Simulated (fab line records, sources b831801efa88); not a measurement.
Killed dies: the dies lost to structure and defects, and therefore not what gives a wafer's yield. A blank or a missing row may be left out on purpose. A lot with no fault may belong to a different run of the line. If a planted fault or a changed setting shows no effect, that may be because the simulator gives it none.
fab line records    flow sky130
record lots=24  wafers=72  last-day=50
route steps=708 shown METAL1@435 CAPM@538 METAL3@564 VIA3@596 CAP2M@606
lots untouched by any fault: they come from a run of this same line in which no faults occurred
start-h: hours from the record's opening day to when the first of the lot's shown wafers began    wait-h: how many hours have passed since the lot's step before this one    " the same as in the row above    L1.1+2: one row covering several wafers at once    - value missing, or start not given    * or withheld: withheld    < > ~ a bound
route shown NAME@n: names a module that has steps shown in the file, with the first one's number in the route    usual: mean and standard deviation over wafers with no fault    same: alike in all rows    chamber/n: place in a boat    sites: the reading at each site    _std_site: the standard deviation of these    _edge_site: inner sites' mean taken away from outer sites' mean    radius-mm: how far each site lies from the wafer's centre    mask NAME#n: copy n    behind: tool/chamber where the wafer was last shaped    hold: reason for holding the lot/hours on hold/outcome of the hold    device: transistor that didn't switch, given as n, p or np    end of line: tests of these same wafers at the route's end    step lacking rows: just its recipe    killed: not the wafer's yield, but the dies lost to structure and defects at the first sort    map: a wafer's dies, marking killed ones x, the rest . and places with no die _
set.NAME: the setting the step ran with; set.NAME@STEP: the setting that earlier step ran with    model.NAME: the simulator's own value behind a step, which no gauge read
one table for each step of the route and one row for each wafer, over a sample of lots
services: from which hour (start-h, from the record's first day; less than 0 if before it) a tool's chamber was out of use, for how many hours, and why
## steps
# step SKY_METAL1_SPUTTER_01
# recipe material=TiN  target-thk-nm=20  power-w=6500  time-s=16.7  chamber-pressure-pa=0.4
# usual throttle-valve-pct=29.9/1.1
lot.wafer  tool            chamber  start-h  wait-h  throttle-valve-pct
L074.2     pvd-sputter-03  -        734.18   0.0     30.0
L074.3     "               -        "        "       30.7
L074.6     "               -        "        "       29.9
L075.2     pvd-sputter-03  -        747.48   0.0     30.6
L075.3     "               -        "        "       30.8
L075.6     "               -        "        "       31.0
L076.1     pvd-sputter-04  -        752.59   0.0     30.4
L076.5     "               -        "        "       30.8
L076.6     "               -        "        "       30.4
L077.2     pvd-sputter-01  -        754.76   0.0     26.8
L077.4     "               -        "        "       29.2
L077.6     "               -        "        "       29.2
L078.1     pvd-sputter-03  -        775.42   0.0     30.5
L078.3     "               -        "        "       30.2
L078.5     "               -        "        "       30.1
L079.2     pvd-sputter-03  -        778.20   0.0     30.8
L079.4     "               -        "        "       30.2
L079.5     "               -        "        "       31.0
L080.3     pvd-sputter-03  -        787.03   0.0     30.1
L080.4     "               -        "        "       29.8
L080.5     "               -        "        "       30.2
L081.3     pvd-sputter-04  -        798.83   0.0     30.3
L081.4     "               -        "        "       30.2
L081.5     "               -        "        "       30.9
L082.4     pvd-sputter-01  -        803.20   0.0     27.2
L082.5     "               -        "        "       27.3
L082.6     "               -        "        "       29.3
L083.1     pvd-sputter-04  -        806.76   0.0     30.0
L083.5     "               -        "        "       30.1
L083.6     "               -        "        "       27.9
L084.3     pvd-sputter-03  -        813.75   0.0     30.9
L084.5     "               -        "        "       30.2
L084.6     "               -        "        "       30.0
L085.1     pvd-sputter-03  -        823.10   0.0     30.8
L085.2     "               -        "        "       30.2
L085.4     "               -        "        "       30.2
L086.3     pvd-sputter-03  -        826.98   0.0     30.9
L086.4     "               -        "        "       30.9
L086.5     "               -        "        "       30.7
L087.1     pvd-sputter-03  -        839.43   0.0     30.1
L087.2     "               -        "        "       30.8
L087.3     "               -        "        "       30.4
L088.3     pvd-sputter-01  -        844.40   0.0     27.4
L088.4     "               -        "        "       30.8
L088.6     "               -        "        "       30.7
L089.3     pvd-sputter-03  -        852.15   0.0     30.0
L089.4     "               -        "        "       30.9
L089.5     "               -        "        "       30.2
L090.4     pvd-sputter-04  -        867.18   0.0     30.3
L090.5     "               -        "        "       30.7
L090.6     "               -        "        "       30.0
L091.1     pvd-sputter-01  -        871.10   0.0     29.5
L091.3     "               -        "        "       29.3
L091.5     "               -        "        "       29.4
L092.1     pvd-sputter-01  -        873.58   0.0     29.6
L092.3     "               -        "        "       29.3
L092.5     "               -        "        "       29.1
L093.3     pvd-sputter-04  -        883.80   0.0     30.8
L093.5     "               -        "        "       27.9
L093.6     "               -        "        "       30.3
L094.1     pvd-sputter-01  -        890.62   0.0     29.7
L094.2     "               -        "        "       29.0
L094.3     "               -        "        "       31.0
L095.3     pvd-sputter-04  -        896.87   0.0     30.2
L095.4     "               -        "        "       30.4
L095.5     "               -        "        "       30.0
L096.1     pvd-sputter-01  -        902.39   0.0     27.0
L096.3     "               -        "        "       29.0
L096.6     "               -        "        "       27.1
L097.1     pvd-sputter-03  -        923.31   0.0     30.1
L097.2     "               -        "        "       29.9
L097.4     "               -        "        "       30.8
# step SKY_CAPM_THK_MEAS_01
# recipe reads=SiO2_of_CAPM_CVD_00
# usual CAPM_CVD_00_THK=15.59/0.25
lot.wafer  tool           chamber  start-h  wait-h  CAPM_CVD_00_THK[nm]
L074.2     film-metro-02  -        846.74   -       15.56
L074.3     "              -        "        "       15.22
L074.6     "              -        "        "       15.72
L075.2     film-metro-03  -        860.37   -       15.45
L075.3     "              -        "        "       15.65
L075.6     "              -        "        "       16.09
L076.1     film-metro-01  -        864.42   -       15.46
L076.5     "              -        "        "       15.49
L076.6     "              -        "        "       15.72
L077.2     film-metro-02  -        865.28   -       15.63
L077.4     "              -        "        "       15.61
L077.6     "              -        "        "       15.96
L078.1     film-metro-02  -        885.24   -       15.70
L078.3     "              -        "        "       15.33
L078.5     "              -        "        "       15.61
L079.2     film-metro-03  -        888.42   -       15.83
L079.4     "              -        "        "       16.02
L079.5     "              -        "        "       15.52
L080.3     film-metro-03  -        895.73   -       15.47
L080.4     "              -        "        "       15.79
L080.5     "              -        "        "       15.75
L081.3     film-metro-01  -        907.66   -       15.55
L081.4     "              -        "        "       15.60
L081.5     "              -        "        "       15.83
L082.4     film-metro-02  -        913.54   -       15.95
L082.5     "              -        "        "       15.56
L082.6     "              -        "        "       16.07
L083.1     film-metro-01  -        916.49   -       15.26
L083.5     "              -        "        "       15.26
L083.6     "              -        "        "       15.73
L084.3     film-metro-03  -        922.42   -       15.36
L084.5     "              -        "        "       15.51
L084.6     "              -        "        "       15.88
L085.1     film-metro-03  -        930.52   -       15.62
L085.2     "              -        "        "       15.50
L085.4     "              -        "        "       15.60
L086.3     film-metro-03  -        935.69   -       15.42
L086.4     "              -        "        "       15.55
L086.5     "              -        "        "       15.61
L087.1     film-metro-01  -        945.10   -       15.35
L087.2     "              -        "        "       15.46
L087.3     "              -        "        "       15.82
L088.3     film-metro-03  -        950.81   -       15.10
L088.4     "              -        "        "       16.02
L088.6     "              -        "        "       15.69
L089.3     film-metro-03  -        959.69   -       15.67
L089.4     "              -        "        "       16.10
L089.5     "              -        "        "       15.64
L090.4     film-metro-02  -        973.37   -       15.48
L090.5     "              -        "        "       16.28
L090.6     "              -        "        "       15.68
L091.1     film-metro-02  -        976.28   -       15.24
L091.3     "              -        "        "       15.64
L091.5     "              -        "        "       15.39
L092.1     film-metro-03  -        979.48   -       15.30
L092.3     "              -        "        "       15.14
L092.5     "              -        "        "       15.75
L093.3     film-metro-03  -        988.16   -       15.25
L093.5     "              -        "        "       15.59
L093.6     "              -        "        "       15.30
L094.1     film-metro-02  -        995.80   -       15.61
L094.2     "              -        "        "       15.12
L094.3     "              -        "        "       15.87
L095.3     film-metro-03  -        1000.34  -       15.80
L095.4     "              -        "        "       15.53
L095.5     "              -        "        "       15.24
L096.1     film-metro-03  -        1009.28  -       15.68
L096.3     "              -        "        "       15.61
L096.6     "              -        "        "       15.91
L097.1     film-metro-03  -        1024.31  -       15.50
L097.2     "              -        "        "       15.29
L097.4     "              -        "        "       15.40
# step SKY_METAL3_OVL_MEAS_14
# usual METAL3_OVL=3/5.6
lot.wafer  tool        chamber  start-h  wait-h  METAL3_OVL[nm]
L074.2     overlay-02  -        898.02   0.1     -4
L074.3     "           -        "        "       -1
L074.6     "           -        "        "       2
L075.2     overlay-01  -        910.73   0.1     10
L075.3     "           -        "        "       6
L075.6     "           -        "        "       3
L076.1     overlay-02  -        915.80   0.1     3
L076.5     "           -        "        "       8
L076.6     "           -        "        "       6
L077.2     overlay-01  -        917.21   0.1     9
L077.4     "           -        "        "       7
L077.6     "           -        "        "       7
L078.1     overlay-01  -        936.61   0.1     12
L078.3     "           -        "        "       13
L078.5     "           -        "        "       13
L079.2     overlay-01  -        939.73   0.1     7
L079.4     "           -        "        "       1
L079.5     "           -        "        "       1
L080.3     overlay-01  -        945.48   0.1     -7
L080.4     "           -        "        "       2
L080.5     "           -        "        "       -5
L081.3     overlay-02  -        957.92   0.1     16
L081.4     "           -        "        "       16
L081.5     "           -        "        "       14
L082.4     overlay-01  -        963.57   0.1     5
L082.5     "           -        "        "       3
L082.6     "           -        "        "       1
L083.1     overlay-02  -        966.21   0.1     -1
L083.5     "           -        "        "       11
L083.6     "           -        "        "       9
L084.3     overlay-01  -        971.33   0.1     5
L084.5     "           -        "        "       4
L084.6     "           -        "        "       2
L085.1     overlay-01  -        980.06   0.1     2
L085.2     "           -        "        "       -1
L085.4     "           -        "        "       5
L086.3     overlay-01  -        985.13   0.1     -4
L086.4     "           -        "        "       -1
L086.5     "           -        "        "       8
L087.1     overlay-02  -        993.56   0.1     5
L087.2     "           -        "        "       3
L087.3     "           -        "        "       1
L088.3     overlay-02  -        998.03   0.1     0
L088.4     "           -        "        "       1
L088.6     "           -        "        "       -12
L089.3     overlay-02  -        1006.37  0.1     -8
L089.4     "           -        "        "       -5
L089.5     "           -        "        "       -4
L090.4     overlay-02  -        1020.78  0.1     -7
L090.5     "           -        "        "       3
L090.6     "           -        "        "       0
L091.1     overlay-02  -        1022.66  0.1     3
L091.3     "           -        "        "       -4
L091.5     "           -        "        "       4
L092.1     overlay-01  -        1025.51  0.1     7
L092.3     "           -        "        "       8
L092.5     "           -        "        "       6
L093.3     overlay-01  -        1033.97  0.1     2
L093.5     "           -        "        "       -1
L093.6     "           -        "        "       8
L094.1     overlay-01  -        1042.11  0.1     -5
L094.2     "           -        "        "       2
L094.3     "           -        "        "       4
L095.3     overlay-01  -        1046.82  0.1     2
L095.4     "           -        "        "       11
L095.5     "           -        "        "       7
L096.1     overlay-02  -        1054.71  0.1     1
L096.3     "           -        "        "       1
L096.6     "           -        "        "       -5
L097.1     overlay-02  -        1068.26  0.1     3
L097.2     "           -        "        "       0
L097.4     "           -        "        "       -9
# step SKY_METAL3_DESCUM_15
# recipe chemistry=O2  source-power-w=150  bias-power-w=0  pressure-mtorr=10  temp-c=40  time-s=8
# usual drypump-motor-current-A=5.83/0.25  oes-product-au=0.997/0.0083
lot.wafer  tool          chamber  start-h  wait-h  drypump-motor-current-A  oes-product-au  rf-hours-counter-h
L074.2     rie-metal-03  0        898.05   0.0     6.06                     1.007           17
L074.3     "             1        "        "       6.01                     1.007           -
L074.6     "             1        "        "       6.03                     0.996           -
L075.2     rie-metal-03  1        910.76   0.0     5.99                     0.994           5
L075.3     "             0        "        "       6.08                     0.997           -
L075.6     "             1        "        "       6.02                     0.998           -
L076.1     rie-metal-03  0        915.84   0.0     6.07                     0.992           17
L076.5     "             0        "        "       6.08                     0.998           -
L076.6     "             1        "        "       6.01                     0.995           -
L077.2     rie-metal-01  0        917.24   0.0     5.99                     1.008           2
L077.4     "             0        "        "       5.97                     1.003           -
L077.6     "             1        "        "       5.37                     1.010           -
L078.1     rie-metal-02  1        936.64   0.0     5.69                     1.001           5
L078.3     "             0        "        "       5.49                     0.991           -
L078.5     "             0        "        "       5.51                     0.983           -
L079.2     rie-metal-03  0        939.77   0.0     6.07                     0.995           -
L079.4     "             0        "        "       6.07                     0.998           -
L079.5     "             0        "        "       6.09                     0.998           -
L080.3     rie-metal-01  0        945.51   0.0     5.98                     1.014           -
L080.4     "             1        "        "       5.36                     1.009           -
L080.5     "             1        "        "       5.37                     1.010           -
L081.3     rie-metal-01  0        957.95   0.0     6.00                     1.011           -
L081.4     "             1        "        "       5.38                     1.009           -
L081.5     "             0        "        "       5.99                     1.005           -
L082.4     rie-metal-03  0        963.62   0.0     6.07                     0.999           -
L082.5     "             0        "        "       6.08                     1.004           -
L082.6     "             0        "        "       6.05                     0.994           -
L083.1     rie-metal-03  0        966.25   0.0     6.07                     0.994           22
L083.5     "             1        "        "       6.02                     0.984           -
L083.6     "             0        "        "       6.07                     0.995           -
L084.3     rie-metal-02  1        971.37   0.0     5.68                     0.997           -
L084.5     "             1        "        "       5.70                     0.995           -
L084.6     "             0        "        "       5.53                     0.978           -
L085.1     rie-metal-03  1        980.10   0.0     6.00                     0.979           7
L085.2     "             0        "        "       6.06                     1.002           22
L085.4     "             0        "        "       6.08                     0.987           -
L086.3     rie-metal-02  0        985.16   0.0     5.51                     0.983           -
L086.4     "             1        "        "       5.66                     0.992           -
L086.5     "             1        "        "       5.65                     1.000           -
L087.1     rie-metal-01  0        993.60   0.0     5.98                     1.004           6
L087.2     "             1        "        "       5.35                     1.003           22
L087.3     "             0        "        "       5.98                     1.007           -
L088.3     rie-metal-03  0        998.07   0.0     6.07                     0.998           -
L088.4     "             0        "        "       6.05                     1.006           -
L088.6     "             0        "        "       6.04                     1.002           -
L089.3     rie-metal-02  1        1006.40  0.0     5.68                     1.005           -
L089.4     "             0        "        "       5.49                     0.997           -
L089.5     "             1        "        "       5.67                     1.004           -
L090.4     rie-metal-02  0        1020.81  0.0     5.51                     1.003           -
L090.5     "             0        "        "       5.50                     0.995           -
L090.6     "             1        "        "       5.68                     1.002           -
L091.1     rie-metal-03  1        1022.69  0.0     6.02                     0.996           9
L091.3     "             1        "        "       6.02                     0.994           -
L091.5     "             1        "        "       6.01                     1.005           -
L092.1     rie-metal-03  1        1025.54  0.0     6.00                     1.005           9
L092.3     "             1        "        "       6.02                     0.985           -
L092.5     "             1        "        "       6.01                     0.990           -
L093.3     rie-metal-03  1        1034.01  0.0     6.04                     1.003           -
L093.5     "             1        "        "       6.03                     1.004           -
L093.6     "             1        "        "       6.01                     1.010           -
L094.1     rie-metal-02  0        1042.14  0.0     5.53                     0.982           22
L094.2     "             1        "        "       5.68                     0.996           11
L094.3     "             1        "        "       5.68                     0.987           -
L095.3     rie-metal-03  1        1046.85  0.0     6.03                     0.993           -
L095.4     "             0        "        "       6.08                     1.002           -
L095.5     "             1        "        "       6.03                     0.989           -
L096.1     rie-metal-02  0        1054.75  0.0     5.50                     0.982           23
L096.3     "             1        "        "       5.68                     0.982           -
L096.6     "             1        "        "       5.67                     0.999           -
L097.1     rie-metal-02  1        1068.30  0.0     5.67                     0.994           13
L097.2     "             0        "        "       5.54                     0.991           24
L097.4     "             0        "        "       5.49                     0.994           -
# step SKY_VIA3_THK_MEAS_23
# recipe thk-meas-gauge=xrf  reads=W_of_VIA3_CVD_21
# usual VIA3_W_THK=389/5.9
lot.wafer  tool           chamber  start-h  wait-h  VIA3_W_THK[nm]
L074.2     film-metro-02  -        925.95   0.1     383
L074.3     "              -        "        "       393
L074.6     "              -        "        "       389
L075.2     film-metro-02  -        937.68   0.1     384
L075.3     "              -        "        "       385
L075.6     "              -        "        "       389
L076.1     film-metro-02  -        943.30   0.1     399
L076.5     "              -        "        "       394
L076.6     "              -        "        "       388
L077.2     film-metro-02  -        944.75   0.1     395
L077.4     "              -        "        "       398
L077.6     "              -        "        "       395
L078.1     film-metro-04  -        963.58   0.1     385
L078.3     "              -        "        "       390
L078.5     "              -        "        "       387
L079.2     film-metro-02  -        967.65   0.1     389
L079.4     "              -        "        "       387
L079.5     "              -        "        "       395
L080.3     film-metro-01  -        972.35   0.1     389
L080.4     "              -        "        "       389
L080.5     "              -        "        "       389
L081.3     film-metro-02  -        984.91   0.1     390
L081.4     "              -        "        "       399
L081.5     "              -        "        "       394
L082.4     film-metro-02  -        990.07   0.1     391
L082.5     "              -        "        "       390
L082.6     "              -        "        "       396
L083.1     film-metro-04  -        993.23   0.1     395
L083.5     "              -        "        "       385
L083.6     "              -        "        "       395
L084.3     film-metro-01  -        997.57   0.1     398
L084.5     "              -        "        "       393
L084.6     "              -        "        "       399
L085.1     film-metro-01  -        1006.48  0.1     383
L085.2     "              -        "        "       386
L085.4     "              -        "        "       389
L086.3     film-metro-02  -        1011.16  0.1     391
L086.4     "              -        "        "       389
L086.5     "              -        "        "       391
L087.1     film-metro-01  -        1019.22  0.1     389
L087.2     "              -        "        "       391
L087.3     "              -        "        "       389
L088.3     film-metro-04  -        1024.46  0.1     389
L088.4     "              -        "        "       388
L088.6     "              -        "        "       385
L089.3     film-metro-02  -        1031.85  0.1     392
L089.4     "              -        "        "       391
L089.5     "              -        "        "       393
L090.4     film-metro-02  -        1045.72  0.1     373
L090.5     "              -        "        "       379
L090.6     "              -        "        "       374
L091.1     film-metro-02  -        1047.19  0.1     382
L091.3     "              -        "        "       377
L091.5     "              -        "        "       376
L092.1     film-metro-04  -        1051.74  0.1     384
L092.3     "              -        "        "       382
L092.5     "              -        "        "       386
L093.3     film-metro-02  -        1059.18  0.1     398
L093.5     "              -        "        "       395
L093.6     "              -        "        "       394
L094.1     film-metro-02  -        1066.64  0.1     390
L094.2     "              -        "        "       393
L094.3     "              -        "        "       390
L095.3     film-metro-01  -        1071.11  0.1     399
L095.4     "              -        "        "       395
L095.5     "              -        "        "       397
L096.1     film-metro-02  -        1078.65  0.1     381
L096.3     "              -        "        "       386
L096.6     "              -        "        "       378
L097.1     film-metro-01  -        1091.48  0.1     391
L097.2     "              -        "        "       393
L097.4     "              -        "        "       386
# step SKY_CAP2M_RS_MEAS_03
# recipe thk-meas-gauge=four-point-probe  reads=TiN_of_CAP2M_SPUTTER_02
# usual CAP2M_TIN_RS=6.89/0.07
lot.wafer  tool           chamber  start-h  wait-h  CAP2M_TIN_RS[ohm/sq]
L074.2     film-metro-02  -        926.66   0.1     6.84
L074.3     "              -        "        "       6.89
L074.6     "              -        "        "       6.88
L075.2     film-metro-02  -        938.40   0.1     6.85
L075.3     "              -        "        "       6.85
L075.6     "              -        "        "       6.85
L076.1     film-metro-04  -        944.00   0.1     6.84
L076.5     "              -        "        "       6.82
L076.6     "              -        "        "       6.86
L077.2     film-metro-04  -        945.46   0.1     6.96
L077.4     "              -        "        "       6.92
L077.6     "              -        "        "       6.92
L078.1     film-metro-03  -        964.28   0.1     6.96
L078.3     "              -        "        "       6.98
L078.5     "              -        "        "       6.99
L079.2     film-metro-02  -        968.36   0.1     6.86
L079.4     "              -        "        "       6.88
L079.5     "              -        "        "       6.91
L080.3     film-metro-03  -        973.08   0.1     6.84
L080.4     "              -        "        "       6.82
L080.5     "              -        "        "       6.84
L081.3     film-metro-03  -        985.64   0.1     6.87
L081.4     "              -        "        "       6.82
L081.5     "              -        "        "       6.86
L082.4     film-metro-03  -        990.80   0.1     6.91
L082.5     "              -        "        "       6.90
L082.6     "              -        "        "       6.84
L083.1     film-metro-04  -        993.94   0.1     6.92
L083.5     "              -        "        "       6.84
L083.6     "              -        "        "       6.83
L084.3     film-metro-02  -        998.29   0.1     6.83
L084.5     "              -        "        "       6.76
L084.6     "              -        "        "       6.76
L085.1     film-metro-04  -        1007.19  0.1     6.89
L085.2     "              -        "        "       6.89
L085.4     "              -        "        "       6.89
L086.3     film-metro-03  -        1011.88  0.1     6.94
L086.4     "              -        "        "       6.91
L086.5     "              -        "        "       6.93
L087.1     film-metro-04  -        1020.02  0.1     7.10
L087.2     "              -        "        "       6.96
L087.3     "              -        "        "       7.00
L088.3     film-metro-04  -        1025.43  0.1     6.95
L088.4     "              -        "        "       6.81
L088.6     "              -        "        "       6.86
L089.3     film-metro-04  -        1032.57  0.1     6.80
L089.4     "              -        "        "       6.85
L089.5     "              -        "        "       6.83
L090.4     film-metro-02  -        1046.46  0.1     6.93
L090.5     "              -        "        "       6.98
L090.6     "              -        "        "       7.04
L091.1     film-metro-03  -        1047.90  0.1     6.87
L091.3     "              -        "        "       6.79
L091.5     "              -        "        "       6.79
L092.1     film-metro-03  -        1052.45  0.1     6.80
L092.3     "              -        "        "       6.93
L092.5     "              -        "        "       6.87
L093.3     film-metro-03  -        1059.91  0.1     6.92
L093.5     "              -        "        "       6.95
L093.6     "              -        "        "       6.94
L094.1     film-metro-03  -        1067.35  0.1     6.94
L094.2     "              -        "        "       6.90
L094.3     "              -        "        "       6.83
L095.3     film-metro-02  -        1071.83  0.1     6.84
L095.4     "              -        "        "       6.86
L095.5     "              -        "        "       6.87
L096.1     film-metro-04  -        1079.35  0.1     6.75
L096.3     "              -        "        "       6.86
L096.6     "              -        "        "       6.81
L097.1     film-metro-02  -        1092.19  0.1     6.98
L097.2     "              -        "        "       6.96
L097.4     "              -        "        "       7.02
## services
tool            chamber  start-h  hours  kind
pvd-sputter-01  -        711.04   26.1   repair
pvd-sputter-04  -        711.39   7.0    repair
rie-metal-03    0        740.67   16.3   repair
rie-metal-01    0        752.05   7.9    repair
rie-metal-01    0        776.36   7.6    repair
rie-metal-01    1        777.41   3.8    repair
rie-metal-01    1        782.80   6.0    repair
rie-metal-02    0        787.23   1.3    repair
pvd-sputter-03  -        801.55   6.2    repair
rie-metal-03    -        809.05   0.2    repair
pvd-sputter-04  -        826.34   2.9    repair
rie-metal-02    1        832.33   20.2   repair
pvd-sputter-01  -        851.15   2.5    repair
rie-metal-01    0        863.65   46.6   repair
rie-metal-02    -        877.33   28.1   pm
rie-metal-02    -        905.43   2.8    pm
rie-metal-02    0        918.22   1.0    repair
rie-metal-02    1        920.77   2.5    repair
rie-metal-03    1        936.64   28.2   repair
rie-metal-03    1        992.30   8.1    repair
rie-metal-03    -        1045.26  1.4    repair
rie-metal-02    -        1045.87  0.3    repair
pvd-sputter-01  -        1049.02  1.7    repair
pvd-sputter-01  -        1062.95  0.6    repair
## key
fault none
